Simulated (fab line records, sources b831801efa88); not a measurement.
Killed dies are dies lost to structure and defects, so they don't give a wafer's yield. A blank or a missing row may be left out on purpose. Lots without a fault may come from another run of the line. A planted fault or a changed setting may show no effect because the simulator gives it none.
fab line records | flow sky130
record lots=12 wafers=36 last_day=49
route steps=708 shown FIELD_ISO@17 METAL5@666 PASSIVATION@684 PAD_OPEN@702
lots that met no fault: from a run of the same line without faults
start_h: hours from the record's first day to the start of the lot's first wafer shown | wait_h: hours since the lot's step before | " the same as in the row above | L1.1+2: a row that stands for several wafers | - no value, or no start given | * or withheld: withheld | < > ~ a bound
route shown NAME@n: a module of which the file shows steps, and the number in the route of the first | usual: mean/standard deviation of fault-free wafers | same: alike in all rows | chamber/n: place in a boat | sites: the reading at each site | _std_site: their standard deviation | _edge_site: outer sites' mean less inner sites' | radius_mm: how far each site lies from the wafer's centre | mask NAME#n: copy n | behind: the tool/chamber that last shaped the wafer | hold: why the lot was held/for how many hours/how that ended | device: the transistor (n, p or np) that didn't switch | end of line: the same wafers' tests at the end of the route | a step without rows: its recipe alone | killed: dies lost to structure and defects at the first sort, not the wafer's yield | map: a wafer's dies, x killed, . not, _ none there
set.NAME: the setting as run; set.NAME@STEP: as run at that earlier step | model.NAME: the simulator's own value behind a step, which no gauge read
steps of the route over a sample of lots; a table a step, a row a wafer
services: from which hour (start_h, from the record's first day; less than 0 if before it) a tool's chamber was out of use, for how many hours, and why
## steps
# step SKY_FIELD_ISO_STRIP_16
# recipe chemistry=O2/N2 power_w=1400 pressure_mtorr=1500 platen_temp_c=withheld o2_flow_sccm=3000 n2_flow_sccm=300 overash_fraction=0.5
# usual drypump_motor_current_A=6.0/0.36 oes_product_au=0.378/0.005 strip_time_to_endpoint_s=3.54/0.034
# same overash_fraction=0.5
# columns lot.wafer tool chamber start_h wait_h drypump_motor_current_A oes_product_au rf_hours_counter_h strip_time_to_endpoint_s
L712.3 plasma_asher-01 1 32.79 0.1 5.9 0.380 - 3.54
L712.4 " 0 " " 5.8 0.375 - 3.49
L712.5 " 1 " " 6.0 0.377 - 3.61
L713.2 plasma_asher-01 0 42.36 0.0 5.8 0.377 37 3.57
L713.3 " 0 " " 5.8 0.373 - 3.51
L713.5 " 1 " " 6.0 0.381 - 3.49
L716.2 plasma_asher-01 1 49.76 0.0 6.0 0.377 38 3.53
L716.3 " 0 " " 5.8 0.379 - 3.58
L716.4 " 1 " " 6.0 0.379 - 3.57
L717.1 plasma_asher-02 1 55.29 0.0 5.8 0.384 37 3.54
L717.2 " 0 " " 6.3 0.369 37 3.45
L717.4 " 1 " " 5.8 0.380 - 3.52
L718.1 plasma_asher-01 1 58.61 0.0 6.0 0.382 39 3.56
L718.2 " 0 " " 5.8 0.378 39 3.52
L718.6 " 1 " " 6.0 0.372 - 3.57
L719.3 plasma_asher-03 1 66.37 0.1 5.4 0.375 - 3.58
L719.5 " 0 " " 6.6 0.381 - 3.57
L719.6 " 1 " " 5.4 0.375 - 3.49
L721.2 plasma_asher-02 1 76.51 0.0 5.8 0.376 39 3.55
L721.5 " 0 " " 6.3 0.388 - 3.54
L721.6 " 1 " " 5.8 0.376 - 3.51
L722.2 plasma_asher-01 1 80.16 0.0 6.0 0.381 40 3.57
L722.3 " 1 " " 6.0 0.378 - 3.54
L722.6 " 0 " " 5.8 0.381 - 3.58
L723.2 plasma_asher-01 1 84.96 0.0 6.0 0.379 40 3.54
L723.3 " 1 " " 6.0 0.375 - 3.47
L723.5 " 0 " " 5.8 0.380 - 3.57
L724.1 plasma_asher-01 0 90.99 0.0 5.8 0.381 41 3.53
L724.2 " 1 " " 6.0 0.365 41 3.51
L724.5 " 0 " " 5.8 0.370 - 3.54
L728.3 plasma_asher-03 0 112.12 0.1 6.6 0.366 - 3.56
L728.4 " 1 " " 5.4 0.374 - 3.55
L728.6 " 0 " " 6.6 0.374 - 3.49
L730.2 plasma_asher-01 1 122.64 0.0 6.0 0.378 44 3.52
L730.4 " 1 " " 6.0 0.383 - 3.59
L730.6 " 0 " " 5.8 0.378 - 3.52
# step SKY_METAL5_RS_MEAS_05
# recipe thk_meas_gauge=four-point-probe reads=TiN_of_METAL5_SPUTTER_04+Ti_of_METAL5_SPUTTER_03+AlCu_of_METAL5_SPUTTER_02+TiN_of_METAL5_SPUTTER_01+Ti_of_METAL5_SPUTTER_00
# usual METAL5_ALCU_RS=0.0269/0.00031
# columns lot.wafer tool chamber start_h wait_h METAL5_ALCU_RS[ohm/sq]
L712.3 film_metro-02 - 1006.28 0.1 0.0272
L712.4 " - " " 0.0273
L712.5 " - " " 0.0270
L713.2 film_metro-01 - 1033.49 0.0 0.0270
L713.3 " - " " 0.0269
L713.5 " - " " 0.0270
L716.2 film_metro-02 - 1037.20 0.0 0.0272
L716.3 " - " " 0.0267
L716.4 " - " " 0.0274
L717.1 film_metro-01 - 1043.45 0.0 0.0269
L717.2 " - " " 0.0268
L717.4 " - " " 0.0271
L718.1 film_metro-01 - 1044.39 0.0 0.0273
L718.2 " - " " 0.0272
L718.6 " - " " 0.0271
L719.3 film_metro-02 - 1055.57 0.1 0.0266
L719.5 " - " " 0.0274
L719.6 " - " " 0.0270
L721.2 film_metro-01 - 1069.07 0.0 0.0272
L721.5 " - " " 0.0268
L721.6 " - " " 0.0272
L722.2 film_metro-01 - 1073.10 0.0 0.0269
L722.3 " - " " 0.0270
L722.6 " - " " 0.0272
L723.2 film_metro-01 - 1088.77 0.0 0.0260
L723.3 " - " " 0.0263
L723.5 " - " " 0.0265
L724.1 film_metro-01 - 1091.98 0.0 0.0270
L724.2 " - " " 0.0268
L724.5 " - " " 0.0271
L728.3 film_metro-03 - 1116.08 0.1 0.0270
L728.4 " - " " 0.0268
L728.6 " - " " 0.0269
L730.2 film_metro-01 - 1124.45 0.0 0.0264
L730.4 " - " " 0.0266
L730.6 " - " " 0.0263
# step SKY_PASSIVATION_THK_MEAS_03
# recipe reads=Si3N4_of_PASSIVATION_CVD_02
# usual PASSIVATION_CVD_02_THK=540/6.4
# columns lot.wafer tool chamber start_h wait_h PASSIVATION_CVD_02_THK[nm]
L712.3 film_metro-04 - 1030.97 - 532
L712.4 " - " " 552
L712.5 " - " " 544
L713.2 film_metro-04 - 1057.03 - 537
L713.3 " - " " 536
L713.5 " - " " 533
L716.2 film_metro-04 - 1060.53 - 535
L716.3 " - " " 541
L716.4 " - " " 550
L717.1 film_metro-04 - 1066.22 - 528
L717.2 " - " " 532
L717.4 " - " " 543
L718.1 film_metro-04 - 1067.04 - 545
L718.2 " - " " 538
L718.6 " - " " 533
L719.3 film_metro-04 - 1077.76 - 531
L719.5 " - " " 534
L719.6 " - " " 540
L721.2 film_metro-03 - 1091.27 - 541
L721.5 " - " " 549
L721.6 " - " " 545
L722.2 film_metro-02 - 1094.90 - 545
L722.3 " - " " 533
L722.6 " - " " 551
L723.2 film_metro-03 - 1111.05 - 538
L723.3 " - " " 531
L723.5 " - " " 550
L724.1 film_metro-02 - 1113.92 - 544
L724.2 " - " " 535
L724.5 " - " " 545
L728.3 film_metro-02 - 1136.73 - 537
L728.4 " - " " 549
L728.6 " - " " 549
L730.2 film_metro-03 - 1144.45 - 536
L730.4 " - " " 546
L730.6 " - " " 546
# step SKY_PAD_OPEN_STRIP_08
# recipe chemistry=O2/N2 power_w=1400 pressure_mtorr=1500 platen_temp_c=withheld overash_fraction=0.7 o2_flow_sccm=3000 n2_flow_sccm=300
# usual drypump_motor_current_A=6.02/0.25 oes_product_au=0.663/0.0044 strip_time_to_endpoint_s=37.05/0.096
# same overash_fraction=0.7
# columns lot.wafer tool chamber start_h wait_h drypump_motor_current_A oes_product_au rf_hours_counter_h strip_time_to_endpoint_s
L712.3 plasma_asher-04 1 1075.18 0.1 5.79 0.659 - 36.97
L712.4 " 0 " " 6.37 0.657 - 37.05
L712.5 " 0 " " 6.37 0.664 - 36.89
L713.2 plasma_asher-01 1 1098.80 0.1 6.01 0.668 64 37.04
L713.3 " 1 " " 6.01 0.661 - 37.01
L713.5 " 0 " " 5.80 0.663 - 37.09
L716.2 plasma_asher-04 0 1102.50 0.1 6.37 0.667 4 37.10
L716.3 " 1 " " 5.76 0.659 - 37.09
L716.4 " 0 " " 6.39 0.650 - 37.22
L717.1 plasma_asher-04 0 1107.92 0.1 6.35 0.663 4 37.00
L717.2 " 1 " " 5.78 0.663 4 37.03
L717.4 " 1 " " 5.76 0.662 - 37.11
L718.1 plasma_asher-01 1 1108.84 0.1 5.97 0.667 65 37.06
L718.2 " 0 " " 5.80 0.663 65 37.14
L718.6 " 0 " " 5.80 0.664 - 37.07
L719.3 plasma_asher-01 0 1117.83 0.1 5.79 0.658 - 36.99
L719.5 " 0 " " 5.80 0.659 - 36.89
L719.6 " 1 " " 6.02 0.676 - 37.00
L721.2 plasma_asher-04 1 1130.24 0.1 5.74 0.655 6 36.92
L721.5 " 0 " " 6.38 0.666 - 37.03
L721.6 " 1 " " 5.73 0.665 - 37.02
L722.2 plasma_asher-02 1 1134.64 0.1 5.79 0.661 103 36.90
L722.3 " 0 " " 6.34 0.667 - 36.79
L722.6 " 1 " " 5.81 0.667 - 37.00
L723.2 plasma_asher-02 1 1148.69 0.1 5.81 0.657 104 37.01
L723.3 " 1 " " 5.81 0.662 - 37.04
L723.5 " 1 " " 5.80 0.660 - 36.99
L724.1 plasma_asher-01 1 1152.42 0.1 5.99 0.664 69 37.13
L724.2 " 0 " " 5.80 0.671 69 36.82
L724.5 " 1 " " 5.99 0.661 - 37.03
L728.3 plasma_asher-02 1 1172.68 0.1 5.81 0.668 - 37.18
L728.4 " 0 " " 6.33 0.669 - 37.22
L728.6 " 1 " " 5.81 0.662 - 37.12
L730.2 plasma_asher-01 1 1179.64 0.1 5.97 0.658 72 37.02
L730.4 " 0 " " 5.80 0.660 - 36.97
L730.6 " 0 " " 5.80 0.664 - 36.96
# step SKY_PAD_OPEN_PROBE_99
# usual killed_at_M0_to_M3=43/6.8 killed_at_M4_up=3.1/1.8 killed_at_contacts=25/5.8 killed_at_front_end=15/4.2 killed_at_other=0.3/0.5 killed_dies=87/9.7 killed_on_rim=17/4.1 killed_open=47/7.3 killed_short=39/6.6
# same gross_dies=492 killed_at_back_side=0
# columns lot.wafer tool chamber start_h wait_h killed_at_M0_to_M3 killed_at_M4_up killed_at_contacts killed_at_front_end killed_at_other killed_dies killed_on_rim killed_open killed_short
L712.3 prober-02 - 1077.46 0.2 41 2 18 10 0 71 13 41 30
L712.4 prober-02 - 1077.51 0.2 46 6 24 11 0 87 14 45 42
L712.5 prober-02 - 1077.56 0.2 34 3 22 18 0 77 14 37 40
L713.2 prober-02 - 1101.10 0.1 59 1 23 15 0 98 16 58 40
L713.3 prober-02 - 1101.15 0.2 41 2 29 15 0 87 17 54 33
L713.5 prober-02 - 1101.25 0.2 31 2 32 20 0 85 13 51 34
L716.2 prober-01 - 1104.80 0.1 41 3 27 13 0 84 20 44 40
L716.3 prober-01 - 1104.85 0.2 44 2 26 12 0 84 18 45 39
L716.4 prober-01 - 1104.90 0.2 46 7 22 7 2 84 16 45 39
L717.1 prober-01 - 1110.14 0.1 49 4 21 19 0 93 11 49 44
L717.2 prober-01 - 1110.19 0.1 39 0 25 17 1 82 14 45 37
L717.4 prober-01 - 1110.29 0.2 45 3 15 22 0 85 17 50 35
L718.1 prober-02 - 1111.10 0.1 56 2 18 13 0 89 18 44 45
L718.2 prober-02 - 1111.15 0.1 53 3 27 10 1 94 23 49 45
L718.6 prober-02 - 1111.35 0.2 49 2 19 10 0 80 19 49 31
L719.3 prober-01 - 1120.15 0.2 47 2 18 15 1 83 14 45 38
L719.5 prober-01 - 1120.25 0.2 52 1 20 12 0 85 18 47 38
L719.6 prober-01 - 1120.30 0.2 34 5 22 9 1 71 15 43 28
L721.2 prober-02 - 1132.54 0.1 40 3 29 19 0 91 16 57 34
L721.5 prober-02 - 1132.69 0.2 57 6 20 18 0 101 20 59 42
L721.6 prober-02 - 1132.74 0.2 37 0 21 9 0 67 10 34 33
L722.2 prober-02 - 1136.90 0.1 35 1 37 14 1 88 16 53 35
L722.3 prober-02 - 1136.95 0.2 35 4 13 19 1 72 14 42 30
L722.6 prober-02 - 1137.10 0.2 35 2 15 11 0 63 15 30 33
L723.2 prober-01 - 1150.99 0.1 33 1 25 32 0 91 20 62 29
L723.3 prober-01 - 1151.04 0.2 50 5 26 24 0 105 17 63 42
L723.5 prober-01 - 1151.14 0.2 36 1 32 16 0 85 22 49 36
L724.1 prober-02 - 1155.56 0.1 40 1 27 46 0 114 19 52 32
L724.2 prober-02 - 1155.61 0.1 36 2 21 66 1 126 16 43 34
L724.5 prober-02 - 1155.76 0.2 44 5 38 48 0 135 32 65 38
L728.3 prober-02 - 1175.59 0.2 50 5 32 22 0 109 22 70 39
L728.4 prober-02 - 1175.64 0.2 50 5 27 21 0 103 25 63 40
L728.6 prober-02 - 1175.74 0.2 37 5 32 19 0 93 23 57 36
L730.2 prober-02 - 1181.91 0.1 35 1 22 70 0 128 14 44 24
L730.4 prober-02 - 1182.01 0.2 37 8 23 65 0 133 11 53 25
L730.6 prober-02 - 1182.11 0.2 58 2 24 51 0 135 33 48 51
# killed by level:class
L712.3 VIA1:geometric_particle:open=9 VIA3:geometric_particle:open=9 METAL2:geometric_particle:short=8 CONTACT:geometric_particle:open=8 LOCAL_INTERCONNECT:geometric_particle:short=5 VIA2:geometric_particle:short=4 VIA2:geometric_particle:open=4 POLY_GATE:geometric_particle:short=3
L712.4 METAL1:geometric_particle:short=12 VIA2:geometric_particle:open=8 VIA1:geometric_particle:open=7 LI_CONTACT:geometric_particle:open=6 CONTACT:geometric_particle:short=6 CONTACT:geometric_particle:open=6 VIA1:geometric_particle:short=5 FIELD_ISO:geometric_particle:short=4
L712.5 LI_CONTACT:geometric_particle:open=8 METAL2:geometric_particle:short=8 VIA2:geometric_particle:open=6 LI_CONTACT:geometric_particle:short=6 VIA3:geometric_particle:open=6 FIELD_ISO:geometric_particle:short=5 CONTACT:geometric_particle:open=5 VIA1:geometric_particle:short=5
L713.2 VIA1:geometric_particle:open=17 VIA3:geometric_particle:open=9 METAL2:geometric_particle:short=9 CONTACT:geometric_particle:open=8 LI_CONTACT:geometric_particle:open=7 VIA2:geometric_particle:open=7 SPACER:geometric_particle:short=6 POLY_GATE:geometric_particle:short=4
L713.3 VIA1:geometric_particle:open=12 CONTACT:geometric_particle:open=11 LI_CONTACT:geometric_particle:open=9 METAL1:geometric_particle:short=9 VIA3:geometric_particle:open=8 FIELD_ISO:geometric_particle:open=4 POLY_GATE:geometric_particle:short=4 LOCAL_INTERCONNECT:geometric_particle:short=4
L713.5 CONTACT:geometric_particle:open=14 LI_CONTACT:geometric_particle:open=11 VIA1:geometric_particle:open=7 FIELD_ISO:geometric_particle:short=6 VIA3:geometric_particle:short=6 FIELD_ISO:geometric_particle:open=4 VIA1:geometric_particle:short=4 VIA3:geometric_particle:open=4
L716.2 CONTACT:geometric_particle:open=11 VIA1:geometric_particle:open=9 METAL2:geometric_particle:short=8 LI_CONTACT:geometric_particle:open=7 VIA2:geometric_particle:open=7 FIELD_ISO:geometric_particle:short=4 METAL1:geometric_particle:short=4 LI_CONTACT:geometric_particle:short=3
L716.3 CONTACT:geometric_particle:open=12 VIA2:geometric_particle:open=9 METAL1:geometric_particle:short=7 VIA1:geometric_particle:short=7 LOCAL_INTERCONNECT:geometric_particle:short=6 VIA1:geometric_particle:open=6 FIELD_ISO:geometric_particle:open=4 FIELD_ISO:geometric_particle:short=4
L716.4 VIA1:geometric_particle:open=11 CONTACT:geometric_particle:open=8 VIA1:geometric_particle:short=7 VIA2:geometric_particle:open=7 METAL4:geometric_particle:short=6 METAL1:geometric_particle:short=5 LI_CONTACT:geometric_particle:open=5 VIA3:geometric_particle:open=5
L717.1 CONTACT:geometric_particle:open=9 METAL1:geometric_particle:short=8 VIA1:geometric_particle:open=8 VIA1:geometric_particle:short=7 VIA2:geometric_particle:open=7 LI_CONTACT:geometric_particle:open=6 VIA3:geometric_particle:open=6 POLY_GATE:geometric_particle:open=5
L717.2 VIA1:geometric_particle:open=12 CONTACT:geometric_particle:open=10 VIA2:geometric_particle:open=9 POLY_GATE:geometric_particle:short=7 VIA1:geometric_particle:short=5 LI_CONTACT:geometric_particle:open=4 LI_CONTACT:geometric_particle:short=4 CONTACT:geometric_particle:short=4
L717.4 VIA1:geometric_particle:open=9 POLY_GATE:geometric_particle:open=7 FIELD_ISO:geometric_particle:open=6 LI_CONTACT:geometric_particle:open=6 VIA2:geometric_particle:short=6 VIA3:geometric_particle:open=6 FIELD_ISO:geometric_particle:short=5 VIA2:geometric_particle:open=5
L718.1 VIA1:geometric_particle:open=10 VIA1:geometric_particle:short=7 VIA2:geometric_particle:open=7 VIA3:geometric_particle:open=7 LOCAL_INTERCONNECT:geometric_particle:short=6 METAL1:geometric_particle:short=6 METAL2:geometric_particle:short=6 POLY_GATE:geometric_particle:open=5
L718.2 VIA1:geometric_particle:open=14 CONTACT:geometric_particle:open=11 METAL1:geometric_particle:short=10 VIA3:geometric_particle:open=10 LOCAL_INTERCONNECT:geometric_particle:short=8 CONTACT:geometric_particle:short=4 METAL2:geometric_particle:short=4 VIA2:geometric_particle:open=4
L718.6 VIA1:geometric_particle:open=11 VIA1:geometric_particle:short=9 CONTACT:geometric_particle:open=8 METAL1:geometric_particle:open=7 VIA2:geometric_particle:open=5 POLY_GATE:geometric_particle:open=5 VIA3:geometric_particle:short=5 METAL1:geometric_particle:short=4
L719.3 CONTACT:geometric_particle:open=9 VIA2:geometric_particle:open=9 VIA1:geometric_particle:open=8 VIA1:geometric_particle:short=7 VIA3:geometric_particle:open=6 FIELD_ISO:geometric_particle:short=5 FIELD_ISO:geometric_particle:open=5 LOCAL_INTERCONNECT:geometric_particle:short=4
L719.5 CONTACT:geometric_particle:open=11 VIA1:geometric_particle:open=10 METAL2:geometric_particle:short=9 VIA2:geometric_particle:open=8 METAL1:geometric_particle:short=7 VIA3:geometric_particle:open=7 POLY_GATE:geometric_particle:open=4 CONTACT:geometric_particle:short=4
L719.6 CONTACT:geometric_particle:open=14 VIA1:geometric_particle:open=12 METAL2:geometric_particle:short=7 VIA2:geometric_particle:open=4 METAL4:geometric_particle:short=4 POLY_GATE:geometric_particle:open=3 LI_CONTACT:geometric_particle:open=3 LOCAL_INTERCONNECT:geometric_particle:short=3
L721.2 VIA1:geometric_particle:open=14 LI_CONTACT:geometric_particle:open=10 CONTACT:geometric_particle:open=8 VIA2:geometric_particle:open=7 LOCAL_INTERCONNECT:geometric_particle:short=6 FIELD_ISO:geometric_particle:open=5 FIELD_ISO:geometric_particle:short=5 POLY_GATE:geometric_particle:open=4
L721.5 VIA3:geometric_particle:open=16 VIA1:geometric_particle:open=11 METAL2:geometric_particle:short=8 CONTACT:geometric_particle:open=7 LI_CONTACT:geometric_particle:open=6 FIELD_ISO:geometric_particle:short=5 FIELD_ISO:geometric_particle:open=5 POLY_GATE:geometric_particle:short=5
L721.6 VIA1:geometric_particle:open=12 LI_CONTACT:geometric_particle:open=8 VIA1:geometric_particle:short=8 CONTACT:geometric_particle:open=7 CONTACT:geometric_particle:short=4 METAL1:geometric_particle:short=4 FIELD_ISO:geometric_particle:short=3 POLY_GATE:geometric_particle:short=3
L722.2 CONTACT:geometric_particle:open=12 LI_CONTACT:geometric_particle:open=11 VIA1:geometric_particle:open=7 POLY_GATE:geometric_particle:open=5 VIA3:geometric_particle:open=5 CONTACT:geometric_particle:short=5 VIA2:geometric_particle:open=5 POLY_GATE:geometric_particle:short=4
L722.3 POLY_GATE:geometric_particle:open=7 LI_CONTACT:geometric_particle:open=7 VIA1:geometric_particle:open=7 VIA2:geometric_particle:open=6 FIELD_ISO:geometric_particle:open=4 METAL1:geometric_particle:short=4 VIA2:geometric_particle:short=4 VIA3:geometric_particle:open=4
L722.6 VIA1:geometric_particle:open=7 VIA1:geometric_particle:short=6 METAL2:geometric_particle:short=6 CONTACT:geometric_particle:open=5 LI_CONTACT:geometric_particle:open=4 VIA2:geometric_particle:short=4 POLY_GATE:geometric_particle:short=3 LI_CONTACT:geometric_particle:short=3
L723.2 VIA2:geometric_particle:open=10 LI_CONTACT:geometric_particle:open=9 POLY_GATE:geometric_particle:open=8 VIA1:geometric_particle:open=7 CONTACT:geometric_particle:open=7 FIELD_ISO:geometric_particle:short=5 FIELD_ISO:geometric_particle:open=5 POLY_GATE:geometric_particle:short=4
L723.3 VIA1:geometric_particle:open=12 CONTACT:geometric_particle:open=10 METAL1:geometric_particle:short=7 POLY_GATE:geometric_particle:open=6 LI_CONTACT:geometric_particle:open=6 CONTACT:geometric_particle:short=6 VIA2:geometric_particle:open=6 VIA3:geometric_particle:open=6
L723.5 CONTACT:geometric_particle:open=13 LI_CONTACT:geometric_particle:open=10 VIA3:geometric_particle:open=7 FIELD_ISO:geometric_particle:open=5 VIA1:geometric_particle:open=5 LOCAL_INTERCONNECT:geometric_particle:short=5 VIA1:geometric_particle:short=5 METAL1:geometric_particle:short=4
L724.1 FIELD_ISO:unspecified=30 CONTACT:geometric_particle:open=11 VIA3:geometric_particle:open=11 VIA1:geometric_particle:open=11 FIELD_ISO:geometric_particle:short=5 LI_CONTACT:geometric_particle:open=5 LOCAL_INTERCONNECT:geometric_particle:short=5 VIA1:geometric_particle:short=5
L724.2 FIELD_ISO:unspecified=49 VIA1:geometric_particle:open=10 FIELD_ISO:geometric_particle:open=6 LI_CONTACT:geometric_particle:open=5 CONTACT:geometric_particle:open=5 METAL2:geometric_particle:short=5 POLY_GATE:geometric_particle:open=4 LOCAL_INTERCONNECT:geometric_particle:short=4
L724.5 FIELD_ISO:unspecified=32 CONTACT:geometric_particle:open=16 VIA1:geometric_particle:open=12 VIA3:geometric_particle:open=10 LI_CONTACT:geometric_particle:open=9 LI_CONTACT:geometric_particle:short=6 CONTACT:geometric_particle:short=5 FIELD_ISO:geometric_particle:short=4
L728.3 CONTACT:geometric_particle:open=14 LI_CONTACT:geometric_particle:open=13 VIA1:geometric_particle:open=13 FIELD_ISO:geometric_particle:open=9 VIA3:geometric_particle:open=8 POLY_GATE:geometric_particle:short=6 METAL1:geometric_particle:short=5 VIA2:geometric_particle:open=5
L728.4 VIA1:geometric_particle:open=17 LI_CONTACT:geometric_particle:open=10 VIA3:geometric_particle:open=9 CONTACT:geometric_particle:open=7 VIA2:geometric_particle:open=7 POLY_GATE:geometric_particle:open=6 CONTACT:geometric_particle:short=6 METAL2:geometric_particle:short=6
L728.6 VIA1:geometric_particle:open=13 CONTACT:geometric_particle:open=12 FIELD_ISO:geometric_particle:short=6 CONTACT:geometric_particle:short=5 POLY_GATE:geometric_particle:open=4 LI_CONTACT:geometric_particle:open=4 LI_CONTACT:geometric_particle:short=4 LOCAL_INTERCONNECT:geometric_particle:short=4
L730.2 FIELD_ISO:unspecified=60 VIA1:geometric_particle:open=10 CONTACT:geometric_particle:open=8 VIA3:geometric_particle:open=6 LI_CONTACT:geometric_particle:open=6 VIA2:geometric_particle:open=6 METAL2:geometric_particle:short=5 LOCAL_INTERCONNECT:geometric_particle:short=4
L730.4 FIELD_ISO:unspecified=55 VIA1:geometric_particle:open=12 VIA2:geometric_particle:open=11 LI_CONTACT:geometric_particle:open=8 CONTACT:geometric_particle:open=7 METAL4:geometric_particle:short=5 POLY_GATE:geometric_particle:open=4 LOCAL_INTERCONNECT:geometric_particle:short=4
L730.6 FIELD_ISO:unspecified=36 VIA2:geometric_particle:open=12 VIA1:geometric_particle:open=9 LOCAL_INTERCONNECT:geometric_particle:short=8 CONTACT:geometric_particle:open=8 METAL2:geometric_particle:short=7 METAL1:geometric_particle:short=7 VIA2:geometric_particle:short=7
## services
# columns tool chamber start_h hours kind
plasma_asher-02 - 49.90 0.3 repair
plasma_asher-01 - 62.78 9.9 repair
plasma_asher-02 - 66.84 2.1 repair
plasma_asher-02 - 108.75 9.0 pm
plasma_asher-02 - 180.13 0.4 repair
plasma_asher-01 - 193.63 3.5 repair
plasma_asher-04 - 255.97 28.1 pm
plasma_asher-04 - 284.07 14.6 pm
plasma_asher-04 - 298.67 2.8 pm
plasma_asher-02 - 303.73 8.0 repair
plasma_asher-04 - 303.85 0.3 repair
plasma_asher-01 - 362.83 4.4 repair
plasma_asher-02 - 382.35 14.6 pm
plasma_asher-01 - 421.25 9.0 pm
plasma_asher-01 - 456.16 15.4 repair
plasma_asher-02 - 688.67 2.8 pm
plasma_asher-01 - 732.68 15.6 pm
plasma_asher-01 - 756.93 2.8 pm
plasma_asher-04 - 787.98 3.2 repair
plasma_asher-04 - 825.93 1.8 repair
plasma_asher-02 - 963.80 3.3 repair
plasma_asher-01 - 1041.49 2.1 repair
plasma_asher-01 - 1074.75 2.6 repair
plasma_asher-01 - 1146.59 4.3 pm
## key
first_sign step=SKY_PAD_OPEN_PROBE_99 reading=killed_at_front_end direction=up sigmas=10 usual=15 struck=58
effect step=SKY_PAD_OPEN_PROBE_99 reading=killed_dies direction=up sigmas=4.3 usual=87 struck=128
met_at SKY_FIELD_ISO_STRIP_16
struck_lots L724,L730
tester_left_out L724,L730
not_acting_at SKY_METAL5_RS_MEAS_05,SKY_PASSIVATION_THK_MEAS_03,SKY_PAD_OPEN_STRIP_08
onset_between 84.96 90.99
fault kind=chamber_particle_source tool=plasma_asher-01 chamber=- onset_h=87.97 steps=SKY_FIELD_ISO_STRIP_16 rate_per_visit_cm2=0.71699 end_h=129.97
# tester_left_out: of these lots the tester's yield and bins aren't shown, on N5 and GAA mostly nor the transistor test; their killed dies are dies lost to structure and defects alone, not to doping, threshold or leakage, so they don't give the yield
